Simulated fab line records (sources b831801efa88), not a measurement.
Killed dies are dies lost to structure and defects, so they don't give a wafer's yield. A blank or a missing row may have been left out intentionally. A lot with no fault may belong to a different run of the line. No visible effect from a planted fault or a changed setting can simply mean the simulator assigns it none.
Matching of chambers ; flow sky130 ; 4 sister chambers for SKY_METAL3_ETCH_17 on rie diel-04
The step etches SiO2 in C4F8/O2/Ar, stops on TiN, time 3.9 s, target depth 15 nm. 4 wafers are shown with their chamber, then 10 later ones without.

== WAFERS PAIRED WITH THEIR CHAMBERS ==
wafer;chamber;oes product au (a.u.)
L079.5;2;0.763
L087.4;0;0.765
L092.1;1;0.763
L092.2;3;0.758

== WAFERS WITHOUT THEIR CHAMBER ==
wafer;oes product au (a.u.)
L092.3;0.752
L092.4;0.756
L092.5;0.754
L092.6;0.746
L093.1;0.760
L093.2;0.751
L093.3;0.749
L093.4;0.757
L093.5;0.762
L093.6;0.756

== WHICH CHAMBER EACH ONE RAN IN ==
wafer;from the rows above;in truth
L092.3;can't be placed: 3 or 1 or 2 or 0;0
L092.4;can't be placed: 3 or 1 or 2 or 0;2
L092.5;can't be placed: 3 or 1 or 2 or 0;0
L092.6;can't be placed: 3 or 1 or 2 or 0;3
L093.1;can't be placed: 3 or 1 or 2 or 0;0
L093.2;can't be placed: 3 or 1 or 2 or 0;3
L093.3;can't be placed: 3 or 1 or 2 or 0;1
L093.4;can't be placed: 3 or 1 or 2 or 0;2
L093.5;can't be placed: 1 or 2 or 0 or 3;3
L093.6;can't be placed: 3 or 1 or 2 or 0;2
Placed correctly: 0 of 10. From these rows, 10 cannot be placed; in 10 the true chamber is one of the candidates. Number placed wrongly: 0.
How it was worked out, from the rows above alone: a wafer's distance from a chamber is the root of the sum, over the readings, of the square of ((its reading less the chamber's mean) divided by the reading's scatter). If the next closest chamber is less than 2 further off than the closest, the wafer can't be placed; otherwise it belongs to the closest. For every chamber, the mean is computed from those of its wafers that are shown. The scatter: with one shown wafer a chamber, the root of the mean of the squares of how far each hidden wafer lies from its nearest shown one.
